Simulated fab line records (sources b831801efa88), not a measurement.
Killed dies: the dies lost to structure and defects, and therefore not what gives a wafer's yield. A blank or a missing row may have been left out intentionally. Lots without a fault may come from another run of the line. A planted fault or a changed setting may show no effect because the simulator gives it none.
A lot that was struck, set against a sound lot -- flow sky130 -- 34 steps out of a route of 708
Sound: these wafers, L205.1, L205.2, L205.5. Struck: wafers L217.3, L217.6 (left out: L217.1, a lot-mate that was not struck); the cause follows at the end.
At each step with rows: each side's tool, then ch and its chambers, then its first start. Under that, the readings that differ: sound wafers -- struck wafers -- difference of the means -- sigmas: that difference in standard deviations of wafers without a fault.
alike: same words and numbers on both sides, and readings whose means sit less than 2 such deviations apart. not compared: any withheld reading, any reading some wafer has no value for, any bound like >300 that may hide the same value, and any number with overlapping values for which the record gives no deviation.
The two part at a step that has a row with sigmas, a row that says differs or no value, or rows on one side only. Non-overlapping numbers with no deviation appear without sigmas and do not part them. Lack of a reading on every wafer of one side parts them only where that side has two or more wafers.

first, 9 steps without rows for these wafers: SKY_METAL1_DEVELOP_14 (develop time 60 s); SKY_METAL1_DESCUM_17 (chemistry O2, time 8 s); SKY_METAL1_ETCH_18 (etches BARC in N2/H2, stops on SiO2, time 45.9 s, target depth 60 nm); SKY_METAL1_METAL_ETCH_19 (etches the open film in Cl2/BCl3, stops on SiO2, target depth 360 nm, time 78 s); SKY_METAL1_STRIP_20 (strips in O2/N2); SKY_METAL1_STRIP_21 (strips in post etch residue remover, time 1200 s); SKY_METAL1_CLEAN_22 (cleans in IPA, time 180 s); SKY_METAL1_CLEAN_23 (cleans in O3/DIW); SKY_VIA1_HDPCVD_00 (deposits SiO2, target thk 1030 nm, time 171.7 s).
SKY_VIA1_CMP_02: polishes SiO2.
  sound on cmp-01 ch 0,3, day 33 10:32; struck on cmp-01 ch 0,3, day 37 09:07
reading,sound,struck,difference,sigmas
model.SiO2_of_VIA1_HDPCVD_00.thkNm (nm),345.7 345.4 343.9,310.3 310.5,-34.6,
  alike: motorCurrentA
then, 9 steps without rows for these wafers: SKY_VIA1_DEHYDRATE_04 (time 60 s); SKY_VIA1_HMDS_05 (prime time 60 s); SKY_VIA1_COAT_06 (resist thk 60 nm); SKY_VIA1_COAT_07 (resist thk 450 nm); SKY_VIA1_SOFTBAKE_08 (time 90 s); SKY_VIA1_EXPOSE_09 (exposes mask VIM, target cd 150 nm); SKY_VIA1_PEB_10; SKY_VIA1_DEVELOP_11 (develop time 60 s); SKY_VIA1_ETCH_14 (etches BARC in N2/H2, stops on SiO2, time 45.9 s, target depth 60 nm).
SKY_VIA1_ETCH_15: etches SiO2 in C4F8/O2/Ar, stops on TiN, target depth 351 nm, time 54 s.
  sound on rieDiel-04 ch 0,1,2, day 34 13:53; struck on rieDiel-01 ch 3, day 38 11:58
reading,sound,struck,difference,sigmas
oesProductAu (a.u.),0.978 0.986 0.967,0.917 0.925,-0.056,-8
model.VIA1.featureDepthNm (nm),341.7 345.4 341.4,310.3 310.5,-32.4,
model.etch.depthNm (nm),341.6 345.4 341.4,310.3 310.5,-32.4,
  alike: chamberPressureMTorr
  not compared: rfHoursCounterH
then, 12 steps without rows for these wafers: SKY_VIA1_STRIP_16 (strips in O2/N2); SKY_VIA1_STRIP_17 (strips in post etch residue remover, time 1200 s); SKY_VIA1_CLEAN_18 (cleans in IPA, time 180 s); SKY_VIA1_CLEAN_19 (cleans in O3/DIW); SKY_VIA1_SPUTTER_20 (material TiN, target thk 20 nm, time 80 s); SKY_VIA1_CVD_21 (deposits W, target thk 270 nm, time 80.902 s); SKY_VIA1_CMP_24 (polishes, stops on SiO2, t overpolish 15 s, target thk 0 nm); SKY_METAL2_SPUTTER_00 (material Ti, target thk 15 nm, time 10 s); SKY_METAL2_SPUTTER_01 (material TiN, target thk 20 nm, time 16.7 s); SKY_METAL2_SPUTTER_02 (material AlCu, target thk 250 nm, time 13.3 s); SKY_METAL2_SPUTTER_03 (material Ti, target thk 5 nm, time 3.3 s); SKY_METAL2_SPUTTER_04 (material TiN, target thk 70 nm, time 58.3 s).
SKY_METAL2_METAL_ETCH_19: etches the open film in Cl2/BCl3, stops on SiO2, target depth 360 nm, time 78 s.
  sound on rieMetal-04 ch 0,1, day 35 18:07; struck on rieMetal-03 ch 0,1, day 39 14:50
reading,sound,struck,difference,sigmas
model.SiO2_of_VIA1_HDPCVD_00.thkNm (nm),331.7 331.4 329.9,296.2 296.1,-34.9,
  alike: bcl3FlowSccm, chamberPressureMTorr, drypumpMotorCurrentA, oesProductAu, throttleValvePct
  not compared: rfHoursCounterH
next, for these wafers, 1 step has no rows: SKY_PAD_OPEN_PROBE_99.

## WHERE THEY PART
Only at SKY_VIA1_ETCH_15, as far as this record shows. Later steps at which nothing parts them and some readings are alike: SKY_METAL2_METAL_ETCH_19.

WHY: what the simulator had put in
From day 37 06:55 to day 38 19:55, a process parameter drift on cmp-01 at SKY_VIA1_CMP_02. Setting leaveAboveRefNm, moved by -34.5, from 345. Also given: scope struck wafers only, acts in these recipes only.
